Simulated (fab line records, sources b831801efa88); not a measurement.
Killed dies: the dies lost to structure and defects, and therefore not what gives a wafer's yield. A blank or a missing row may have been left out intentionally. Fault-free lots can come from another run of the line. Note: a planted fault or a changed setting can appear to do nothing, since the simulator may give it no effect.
The tool behind it: which one? | flow sky130 | Sampling: 24 lots, 72 wafers, 4 of 708 route steps

WHAT EACH GAUGE READ, for each wafer
SKY_METAL1_RS_MEAS_05: the measuring method here is four-point-probe.
lot  | measured     | on            | METAL1_ALCU_RS (ohm/sq)
L074 | day 31 08:32 | film-metro-02 | 0.1263 0.1276 0.1249
L075 | day 32 01:24 | film-metro-02 | 0.1262 0.1268 0.1237
L076 | day 32 06:44 | film-metro-02 | 0.1280 0.1261 0.1282
L077 | day 32 12:58 | film-metro-04 | 0.1265 0.1253 0.1272
L078 | day 32 16:32 | film-metro-01 | 0.1303 0.1287 0.1296
L079 | day 33 01:08 | film-metro-02 | 0.1212 0.1236 0.1237
L080 | day 33 18:47 | film-metro-02 | 0.1264 0.1243 0.1253
L081 | day 34 09:05 | film-metro-01 | 0.1306 0.1299 0.1278
L082 | day 35 05:10 | film-metro-04 | 0.1282 0.1299 0.1290
L083 | day 35 10:22 | film-metro-04 | 0.1261 0.1276 0.1259
L085 | day 35 13:37 | film-metro-04 | 0.1275 0.1306 0.1288
L084 | day 35 15:40 | film-metro-02 | 0.1274 0.1260 0.1283
L086 | day 35 19:25 | film-metro-01 | 0.1266 0.1274 0.1242
L088 | day 36 08:42 | film-metro-02 | 0.1245 0.1248 0.1275
L087 | day 36 15:35 | film-metro-01 | 0.1281 0.1269 0.1287
L090 | day 37 05:40 | film-metro-01 | 0.1273 0.1264 0.1282
L089 | day 37 06:01 | film-metro-04 | 0.1293 0.1277 0.1276
L091 | day 37 16:10 | film-metro-01 | 0.1265 0.1275 0.1278
L092 | day 37 17:16 | film-metro-02 | 0.1281 0.1297 0.1257
L093 | day 37 18:46 | film-metro-02 | 0.1267 0.1271 0.1280
L095 | day 38 05:02 | film-metro-01 | 0.1264 0.1277 0.1286
L094 | day 38 06:03 | film-metro-04 | 0.1272 0.1285 0.1286
L096 | day 38 14:38 | film-metro-04 | 0.1254 0.1275 0.1273
L097 | day 38 18:59 | film-metro-02 | 0.1257 0.1262 0.1265

SKY_METAL1_THK_MEAS_06: measures by xrf.
lot  | measured     | on            | METAL1_ALCU_THK (nm)
L074 | day 31 08:39 | film-metro-02 | 250 247 252
L075 | day 32 01:30 | film-metro-02 | 251 251 258
L076 | day 32 06:51 | film-metro-02 | 248 250 249
L077 | day 32 13:05 | film-metro-04 | 248 253 246
L078 | day 32 16:40 | film-metro-01 | 241 244 242
L079 | day 33 01:15 | film-metro-02 | 262 255 254
L080 | day 33 18:54 | film-metro-02 | 249 254 254
L081 | day 34 09:11 | film-metro-01 | 239 244 247
L082 | day 35 05:17 | film-metro-04 | 248 244 246
L083 | day 35 10:27 | film-metro-04 | 250 248 251
L085 | day 35 13:43 | film-metro-04 | 248 243 246
L084 | day 35 15:47 | film-metro-02 | 247 250 248
L086 | day 35 19:32 | film-metro-01 | 246 246 252
L088 | day 36 08:48 | film-metro-02 | 253 253 248
L087 | day 36 15:42 | film-metro-01 | 247 247 246
L090 | day 37 05:47 | film-metro-01 | 246 248 245
L089 | day 37 06:08 | film-metro-04 | 243 246 247
L091 | day 37 16:16 | film-metro-01 | 250 246 246
L092 | day 37 17:21 | film-metro-02 | 247 244 252
L093 | day 37 18:53 | film-metro-02 | 250 249 247
L095 | day 38 05:10 | film-metro-01 | 249 247 244
L094 | day 38 06:09 | film-metro-04 | 248 245 245
L096 | day 38 14:46 | film-metro-04 | 251 248 248
L097 | day 38 19:07 | film-metro-02 | 253 251 251

SKY_VIA1_THK_MEAS_01.
lot  | measured     | on            | VIA1_HDPCVD_THK (nm)
L074 | day 32 13:56 | film-metro-03 | 1020 1017 1001
L075 | day 33 05:27 | film-metro-01 | 1011 1036 1033
L076 | day 33 10:05 | film-metro-03 | 1053 1030 1017
L077 | day 33 17:07 | film-metro-01 | 1019 1036 1019
L078 | day 33 19:44 | film-metro-01 | 1024 1033 1028
L079 | day 34 05:20 | film-metro-01 | 1029 1018 1024
L080 | day 34 22:05 | film-metro-01 | 1027 1023 1023
L081 | day 35 11:43 | film-metro-03 | 1003 1010 1019
L082 | day 36 08:06 | film-metro-01 | 1033 1018 1019
L083 | day 36 13:06 | film-metro-01 | 1010 1031 1016
L085 | day 36 16:55 | film-metro-04 | 1009 1015 1009
L084 | day 36 19:03 | film-metro-03 | 1034 1021 1018
L086 | day 36 22:01 | film-metro-04 | 1030 1018 1013
L088 | day 37 12:08 | film-metro-04 | 1020 1022 1012
L087 | day 37 19:27 | film-metro-01 | 1005 1034 1018
L090 | day 38 08:52 | film-metro-03 | 1037 1022 1021
L089 | day 38 09:24 | film-metro-01 | 1015 1031 1033
L091 | day 38 18:32 | film-metro-01 | 1020 1016 1029
L092 | day 38 19:52 | film-metro-01 | 1034 1022 1025
L093 | day 38 21:36 | film-metro-04 | 1024 1026 1032
L095 | day 39 07:43 | film-metro-01 | 1028 1028 1013
L094 | day 39 08:27 | film-metro-03 | 1013 1025 1014
L096 | day 39 17:10 | film-metro-01 | 1024 1021 1031
L097 | day 39 20:16 | film-metro-01 | 1031 1017 1025

WHAT TOOL EACH LOT RAN ON (gives the tool, then ch and the chambers of the sampled wafers, and finally the start)
lot  | SKY_METAL1_SPUTTER_02
L074 | pvd-sputter-03, day 31 08:26
L075 | pvd-sputter-02, day 32 01:16
L076 | pvd-sputter-02, day 32 06:38
L077 | pvd-sputter-02, day 32 12:53
L078 | pvd-sputter-01, day 32 16:27
L079 | pvd-sputter-03, day 33 01:02
L080 | pvd-sputter-03, day 33 18:41
L081 | pvd-sputter-01, day 34 08:58
L082 | pvd-sputter-01, day 35 05:04
L083 | pvd-sputter-01, day 35 10:13
L085 | pvd-sputter-01, day 35 13:30
L084 | pvd-sputter-03, day 35 15:33
L086 | pvd-sputter-03, day 35 19:19
L088 | pvd-sputter-01, day 36 08:34
L087 | pvd-sputter-03, day 36 15:29
L090 | pvd-sputter-03, day 37 05:34
L089 | pvd-sputter-02, day 37 05:55
L091 | pvd-sputter-02, day 37 16:03
L092 | pvd-sputter-03, day 37 17:07
L093 | pvd-sputter-03, day 37 18:40
L095 | pvd-sputter-01, day 38 04:56
L094 | pvd-sputter-02, day 38 05:55
L096 | pvd-sputter-01, day 38 14:33
L097 | pvd-sputter-02, day 38 18:54
- SKY_METAL1_SPUTTER_02: material AlCu, target thk 250 nm, time 13.3 s.

WHAT THE TOOLS THEMSELVES READ (means of the sampled wafers that have a number; where no wafer has one, the mark that the record gives instead)
SKY_METAL1_SPUTTER_02.
lot  | tool           | throttle-valve-pct (%)
L074 | pvd-sputter-03 | 29.5
L075 | pvd-sputter-02 | 30.9
L076 | pvd-sputter-02 | 29.7
L077 | pvd-sputter-02 | 30.3
L078 | pvd-sputter-01 | 28.6
L079 | pvd-sputter-03 | 29.7
L080 | pvd-sputter-03 | 29.6
L081 | pvd-sputter-01 | 28.9
L082 | pvd-sputter-01 | 28.8
L083 | pvd-sputter-01 | 28.4
L085 | pvd-sputter-01 | 29.1
L084 | pvd-sputter-03 | 29.4
L086 | pvd-sputter-03 | 29.6
L088 | pvd-sputter-01 | 29.2
L087 | pvd-sputter-03 | 28.9
L090 | pvd-sputter-03 | 29.4
L089 | pvd-sputter-02 | 31.1
L091 | pvd-sputter-02 | 29.2
L092 | pvd-sputter-03 | 29.9
L093 | pvd-sputter-03 | 29.3
L095 | pvd-sputter-01 | 29.2
L094 | pvd-sputter-02 | 29.9
L096 | pvd-sputter-01 | 29.0
L097 | pvd-sputter-02 | 30.3

THE ANSWER, worked out from the rows above alone
Rule: the usual values come from the lots themselves. The widest of any qualifying gaps counts: lots, ordered by their means at a reading, are off when they make up no more than a third of the lots, leave a main group of 4 or more, and stand apart from it by 3 or more times the standard deviation of that group's means. A main group whose means are all the same, to the digits that the tables above print for the reading, isn't used. A lot without any number at a reading at which 4 lots or more have one is off too. The other lots that the step has rows for count as sound. After the gauges, taken in route order, come the tools' own readings; for these a lot's mean is taken, as printed above. At the first step where some lot is off, the reading lying furthest off is the one used; lots without a number count as furthest.
Across all readings shown, no lot is off: no conclusion can be drawn from this.

WHAT WAS PUT IN BY THE SIMULATOR
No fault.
